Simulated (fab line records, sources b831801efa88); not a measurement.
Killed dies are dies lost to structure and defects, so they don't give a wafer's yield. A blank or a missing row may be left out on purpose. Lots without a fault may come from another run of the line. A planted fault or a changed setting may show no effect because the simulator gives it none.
Which tool did it? | flow gf180mcu | 11 lots, 33 wafers sampled, at 2 steps of a route of 602

WHAT THE GAUGES READ, wafer by wafer
GF_CONTACT_RS_MEAS_25: measures by four-point-probe.
lot  | measured     | on            | CONTACT_W_RS (ohm/sq)
L659 | day 15 21:05 | film_metro-03 | 0.379 0.384 0.375
L660 | day 16 12:07 | film_metro-03 | 0.389 0.378 0.386
L661 | day 16 20:58 | film_metro-03 | 0.388 0.388 0.393
L663 | day 17 16:04 | film_metro-03 | 0.375 0.382 0.379
L664 | day 17 21:27 | film_metro-02 | 0.381 0.378 0.378
L668 | day 19 07:46 | film_metro-03 | 0.382 0.384 0.383
L673 | day 21 11:47 | film_metro-02 | 0.201 0.203 0.203
L674 | day 21 18:25 | film_metro-01 | 0.203 0.204 0.202
L678 | day 22 23:53 | film_metro-02 | 0.394 0.392 0.382
L679 | day 23 04:24 | film_metro-02 | 0.379 0.382 0.374
L682 | day 24 07:37 | film_metro-03 | 0.382 0.375 0.386

WHICH TOOL RAN EACH LOT (tool, then ch and the chambers of the sampled wafers, then the start)
lot  | GF_CONTACT_CVD_24
L659 | cvd_w-01 ch 0,1, day 15 20:57
L660 | cvd_w-01 ch 0,1, day 16 11:59
L661 | cvd_w-02 ch 0,1, day 16 20:51
L663 | cvd_w-02 ch 0,1, day 17 15:58
L664 | cvd_w-02 ch 0,1, day 17 21:19
L668 | cvd_w-02 ch 0,1, day 19 07:40
L673 | cvd_w-02 ch 0,1, day 21 11:40
L674 | cvd_w-02 ch 0,1, day 21 18:18
L678 | cvd_w-01 ch 0,1, day 22 23:47
L679 | cvd_w-01 ch 0,1, day 23 04:18
L682 | cvd_w-01 ch 0,1, day 24 07:31
- GF_CONTACT_CVD_24: deposits W, target thk 300 nm, time 90.339 s.

THE ANSWER, worked out from the rows above alone
Rule: what is usual is taken from the lots themselves. Put in order of their means at a reading, lots are off if they are a third of the lots or fewer, leave a main group of 4 or more, and stand apart from it by a gap of 3 or more times the standard deviation of the main group's means; of several such gaps the widest counts. A main group whose means are all the same, to the digits that the tables above print for the reading, isn't used. A lot without any number at a reading at which 4 lots or more have one is off too. The other lots that the step has rows for count as sound.
Off: L673, L674, at GF_CONTACT_RS_MEAS_25 (CONTACT_W_RS). The main group: mean 0.383 ohm/sq, standard deviation 0.0042.
A tool fits if, at a process step before that reading, it ran every lot that is off, and no sound lot after the first of them. The gauges at GF_CONTACT_RS_MEAS_25 are tried like those tools. One fits: cvd_w-02 at GF_CONTACT_CVD_24. Its last sound lot is L668 (day 19 07:40), its first lot that is off L673 (day 21 11:40): a fault that began between those two fits.

WHAT THE SIMULATOR HAD PUT IN
Process parameter drift: cvd_w-02, from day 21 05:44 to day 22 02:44, at GF_CONTACT_CVD_24. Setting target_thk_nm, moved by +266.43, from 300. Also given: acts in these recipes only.
Lots struck among those shown: L673, L674. The rule above found the same.
